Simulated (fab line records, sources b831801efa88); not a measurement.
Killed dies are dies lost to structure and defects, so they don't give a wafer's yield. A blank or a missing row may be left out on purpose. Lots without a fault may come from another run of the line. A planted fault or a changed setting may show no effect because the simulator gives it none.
Which tool did it? | flow sky130 | 24 lots, 72 wafers sampled, at 5 steps of a route of 708

WHAT THE GAUGES READ, wafer by wafer
SKY_CAP2M_THK_MEAS_04: measures by xrf. Usual: CAP2M_TIN_THK 196.9 nm, standard deviation 1.7.
lot  | measured     | on            | CAP2M_TIN_THK (nm) | flag
L074 | day 39 10:51 | film_metro-03 | 196.6 194.5 196.0  |
L075 | day 39 11:51 | film_metro-03 | 197.1 197.4 196.9  |
L076 | day 40 01:52 | film_metro-01 | 197.4 197.2 197.1  |
L077 | day 41 16:04 | film_metro-02 | 194.5 195.6 195.7  |
L079 | day 41 23:58 | film_metro-02 | 198.2 198.8 198.5  |
L078 | day 42 02:43 | film_metro-02 | 199.7 199.8 197.7  |
L080 | day 42 07:22 | film_metro-02 | 196.8 198.3 197.9  |
L081 | day 42 12:52 | film_metro-03 | 199.0 196.9 196.0  |
L082 | day 42 16:43 | film_metro-01 | 197.4 196.4 196.6  |
L084 | day 42 20:40 | film_metro-02 | 195.0 195.1 196.0  |
L083 | day 42 22:05 | film_metro-02 | 196.2 194.6 195.8  |
L086 | day 43 09:01 | film_metro-02 | 197.2 199.9 199.5  |
L085 | day 43 12:13 | film_metro-03 | 197.3 197.6 198.2  |
L087 | day 43 14:26 | film_metro-02 | 200.5 200.9 199.3  |
L088 | day 43 22:08 | film_metro-02 | 197.4 197.4 196.6  |
L089 | day 44 01:49 | film_metro-03 | 196.1 196.1 195.5  |
L090 | day 44 09:28 | film_metro-03 | 196.1 197.7 197.4  |
L091 | day 44 10:57 | film_metro-03 | 197.6 196.5 197.5  |
L092 | day 44 18:43 | film_metro-02 | 198.1 198.5 197.0  |
L093 | day 44 23:00 | film_metro-02 | 195.8 197.5 196.5  |
L094 | day 45 11:16 | film_metro-03 | 194.6 196.0 194.5  |
L095 | day 45 16:25 | film_metro-03 | 197.8 198.8 197.8  |
L096 | day 45 16:46 | film_metro-03 | 194.6 196.2 194.2  |
L097 | day 45 23:25 | film_metro-03 | 194.1 195.7 197.1  |

SKY_VIA4_BOW_MEAS_03. Usual: VIA4_BOW 77 um, standard deviation 8.5.
lot  | measured     | on            | VIA4_BOW (um) | flag
L074 | day 41 12:30 | film_metro-01 | 84 79 72      |
L075 | day 41 15:01 | film_metro-03 | 70 68 70      |
L076 | day 42 03:41 | film_metro-04 | 87 93 80      |
L077 | day 43 15:53 | film_metro-03 | 76 73 83      |
L079 | day 44 00:11 | film_metro-04 | 67 76 80      |
L078 | day 44 02:19 | film_metro-03 | 67 69 68      |
L080 | day 44 06:48 | film_metro-03 | 81 86 79      |
L081 | day 44 11:53 | film_metro-01 | 59 66 63      |
L082 | day 44 15:58 | film_metro-04 | 91 75 79      |
L084 | day 44 19:12 | film_metro-04 | 81 74 67      |
L083 | day 44 20:44 | film_metro-01 | 72 76 75      |
L086 | day 45 07:09 | film_metro-03 | 67 47 63      |
L085 | day 45 10:38 | film_metro-03 | 73 80 72      |
L087 | day 45 12:01 | film_metro-01 | 67 69 63      |
L088 | day 45 19:59 | film_metro-01 | 73 84 89      |
L089 | day 45 23:05 | film_metro-04 | 78 81 81      |
L090 | day 46 06:20 | film_metro-03 | 66 81 65      |
L091 | day 46 07:32 | film_metro-03 | 72 76 74      |
L092 | day 46 13:23 | film_metro-03 | 83 100 84     |
L093 | day 46 18:34 | film_metro-01 | 77 79 85      |
L094 | day 47 06:16 | film_metro-01 | 70 76 75      |
L095 | day 47 11:49 | film_metro-01 | 81 76 82      |
L096 | day 47 12:07 | film_metro-03 | 84 80 93      |
L097 | day 47 19:17 | film_metro-03 | 87 80 77      |

SKY_METAL5_THK_MEAS_06: measures by xrf. Usual: METAL5_ALCU_THK 1171 nm, standard deviation 13.
lot  | measured     | on            | METAL5_ALCU_THK (nm) | flag
L074 | day 42 13:49 | film_metro-02 | 1183 1190 1172       |
L075 | day 42 15:59 | film_metro-02 | 1168 1168 1165       |
L076 | day 43 03:55 | film_metro-02 | 1147 1148 1146       |
L077 | day 44 15:22 | film_metro-04 | 1153 1151 1145       |
L079 | day 44 23:38 | film_metro-03 | 1163 1170 1157       |
L078 | day 45 01:53 | film_metro-04 | 1187 1187 1174       |
L080 | day 45 05:51 | film_metro-04 | 1179 1188 1186       |
L081 | day 45 11:13 | film_metro-04 | 1180 1188 1185       |
L082 | day 45 14:37 | film_metro-02 | 1172 1157 1172       |
L084 | day 45 18:26 | film_metro-02 | 1171 1169 1168       |
L083 | day 45 19:44 | film_metro-02 | 1170 1169 1186       |
L086 | day 46 06:01 | film_metro-02 | 1167 1171 1162       |
L085 | day 46 08:53 | film_metro-03 | 1187 1180 1190       |
L087 | day 46 09:55 | film_metro-02 | 1149 1159 1161       |
L088 | day 46 17:21 | film_metro-04 | 1171 1171 1171       |
L089 | day 46 20:41 | film_metro-03 | 1179 1172 1174       |
L090 | day 47 04:13 | film_metro-03 | 1175 1161 1172       |
L091 | day 47 06:23 | film_metro-02 | 1173 1180 1179       |
L092 | day 47 12:05 | film_metro-02 | 1161 1165 1165       |
L093 | day 47 16:58 | film_metro-04 | 1185 1171 1181       |
L094 | day 48 04:52 | film_metro-02 | 1153 1154 1153       |
L095 | day 48 09:12 | film_metro-03 | 1190 1192 1186       |
L096 | day 48 09:18 | film_metro-02 | 1155 1165 1162       |
L097 | day 48 14:36 | film_metro-03 | 1191 1169 1174       |

WHICH TOOL RAN EACH LOT (tool, then ch and the chambers of the sampled wafers, then the start)
lot  | SKY_METAL3_METAL_ETCH_18          | SKY_METAL4_SPUTTER_00
L074 | rie_metal-04 ch 0,1, day 38 06:04 | pvd_sputter-04, day 39 10:23
L075 | rie_metal-03 ch 0,1, day 38 08:08 | pvd_sputter-01, day 39 11:22
L076 | rie_metal-03 ch 0,1, day 38 21:46 | pvd_sputter-01, day 40 01:23
L077 | rie_metal-04 ch 0,1, day 40 12:28 | pvd_sputter-04, day 41 15:35
L079 | rie_metal-03 ch 0,1, day 40 20:23 | pvd_sputter-04, day 41 23:29
L078 | rie_metal-03 ch 0,1, day 40 23:06 | pvd_sputter-02, day 42 02:13
L080 | rie_metal-01 ch 0,1, day 41 03:55 | pvd_sputter-01, day 42 06:55
L081 | rie_metal-01 ch 0,1, day 41 09:47 | pvd_sputter-02, day 42 12:24
L082 | rie_metal-04 ch 0,1, day 41 13:56 | pvd_sputter-02, day 42 16:13
L084 | rie_metal-03 ch 0,1, day 41 18:20 | pvd_sputter-04, day 42 20:11
L083 | rie_metal-03 ch 0,1, day 41 19:17 | pvd_sputter-01, day 42 21:35
L086 | rie_metal-03 ch 0,1, day 42 06:50 | pvd_sputter-01, day 43 08:32
L085 | rie_metal-03 ch 0,1, day 42 09:40 | pvd_sputter-01, day 43 11:44
L087 | rie_metal-01 ch 0,1, day 42 12:41 | pvd_sputter-01, day 43 13:58
L088 | rie_metal-01 ch 0,1, day 42 20:41 | pvd_sputter-04, day 43 21:40
L089 | rie_metal-01 ch 0,1, day 42 23:53 | pvd_sputter-01, day 44 01:22
L090 | rie_metal-01 ch 0,1, day 43 07:55 | pvd_sputter-02, day 44 09:01
L091 | rie_metal-01 ch 0,1, day 43 09:05 | pvd_sputter-02, day 44 10:29
L092 | rie_metal-01 ch 0,1, day 43 16:34 | pvd_sputter-01, day 44 18:15
L093 | rie_metal-04 ch 0,1, day 43 21:28 | pvd_sputter-01, day 44 22:32
L094 | rie_metal-04 ch 0,1, day 44 09:56 | pvd_sputter-04, day 45 10:48
L095 | rie_metal-01 ch 0, day 44 15:32   | pvd_sputter-01, day 45 15:57
L096 | rie_metal-01 ch 0,1, day 44 17:20 | pvd_sputter-02, day 45 16:19
L097 | rie_metal-04 ch 0,1, day 44 23:22 | pvd_sputter-02, day 45 22:57
- SKY_METAL3_METAL_ETCH_18: etches the open film in Cl2/BCl3, stops on SiO2, target depth 845 nm, time 183.1 s.
- SKY_METAL4_SPUTTER_00: material Ti, target thk 15 nm, time 10 s.

WHAT THE TOOLS THEMSELVES READ (means of the sampled wafers that have a number; where no wafer has one, the mark that the record gives instead)
SKY_METAL3_METAL_ETCH_18. Usual: drypump_motor_current_A 5.2 A, standard deviation 0.39; oes_product_au 0.866 a.u., standard deviation 0.0055; throttle_valve_pct 22.265 %, standard deviation 0.0089.
lot  | tool         | drypump_motor_current_A (A) | oes_product_au (a.u.) | throttle_valve_pct (%) | flag
L074 | rie_metal-04 | 5.5                         | 0.871                 | 22.262                 |
L075 | rie_metal-03 | 4.9                         | 0.862                 | 22.262                 |
L076 | rie_metal-03 | 5.2                         | 0.868                 | 22.269                 |
L077 | rie_metal-04 | 5.5                         | 0.863                 | 22.271                 |
L079 | rie_metal-03 | 5.2                         | 0.864                 | 22.270                 |
L078 | rie_metal-03 | 4.9                         | 0.870                 | 22.258                 |
L080 | rie_metal-01 | 5.1                         | 0.865                 | 22.275                 |
L081 | rie_metal-01 | 5.1                         | 0.862                 | 22.264                 |
L082 | rie_metal-04 | 5.5                         | 0.865                 | 22.253                 |
L084 | rie_metal-03 | 5.0                         | 0.870                 | 22.268                 |
L083 | rie_metal-03 | 4.9                         | 0.869                 | 22.266                 |
L086 | rie_metal-03 | 4.9                         | 0.868                 | 22.261                 |
L085 | rie_metal-03 | 4.9                         | 0.871                 | 22.263                 |
L087 | rie_metal-01 | 5.1                         | 0.869                 | 22.268                 |
L088 | rie_metal-01 | 5.1                         | 0.859                 | 22.266                 |
L089 | rie_metal-01 | 4.9                         | 0.869                 | 22.261                 |
L090 | rie_metal-01 | 4.9                         | 0.875                 | 22.267                 |
L091 | rie_metal-01 | 5.1                         | 0.863                 | 22.265                 |
L092 | rie_metal-01 | 4.9                         | 0.864                 | 22.266                 |
L093 | rie_metal-04 | 5.5                         | 0.859                 | 22.269                 |
L094 | rie_metal-04 | 5.5                         | 0.865                 | 22.272                 |
L095 | rie_metal-01 | 5.3                         | 0.863                 | 22.274                 |
L096 | rie_metal-01 | 5.1                         | 0.862                 | 22.266                 |
L097 | rie_metal-04 | 5.5                         | 0.867                 | 22.268                 |

SKY_METAL4_SPUTTER_00. Usual: throttle_valve_pct 29.7 %, standard deviation 1.1.
lot  | tool           | throttle_valve_pct (%) | flag
L074 | pvd_sputter-04 | 28.3                   |
L075 | pvd_sputter-01 | 29.4                   |
L076 | pvd_sputter-01 | 30.0                   |
L077 | pvd_sputter-04 | 29.4                   |
L079 | pvd_sputter-04 | 28.5                   |
L078 | pvd_sputter-02 | 30.6                   |
L080 | pvd_sputter-01 | 29.8                   |
L081 | pvd_sputter-02 | 29.8                   |
L082 | pvd_sputter-02 | 30.4                   |
L084 | pvd_sputter-04 | 28.8                   |
L083 | pvd_sputter-01 | 29.3                   |
L086 | pvd_sputter-01 | 30.5                   |
L085 | pvd_sputter-01 | 29.6                   |
L087 | pvd_sputter-01 | 29.2                   |
L088 | pvd_sputter-04 | 29.4                   |
L089 | pvd_sputter-01 | 29.1                   |
L090 | pvd_sputter-02 | 30.8                   |
L091 | pvd_sputter-02 | 31.3                   |
L092 | pvd_sputter-01 | 29.2                   |
L093 | pvd_sputter-01 | 29.7                   |
L094 | pvd_sputter-04 | 28.5                   |
L095 | pvd_sputter-01 | 29.6                   |
L096 | pvd_sputter-02 | 30.6                   |
L097 | pvd_sputter-02 | 29.8                   |

THE ANSWER, worked out from the rows above alone
Rule: a lot is off if the mean of its wafers that have a number lies more than 3 standard deviations from the usual mean. A lot without any number at a reading at which 4 lots or more have one is off too. The other lots that the step has rows for count as sound. The gauges are gone through in route order, then the tools' own readings, and for those a lot's mean is taken as printed above. The first step at which some lot is off is used, and at that step the reading that is off furthest; a lot without a number counts as furthest.
No lot is off at any reading shown: from this, nothing can be told.

WHAT THE SIMULATOR HAD PUT IN
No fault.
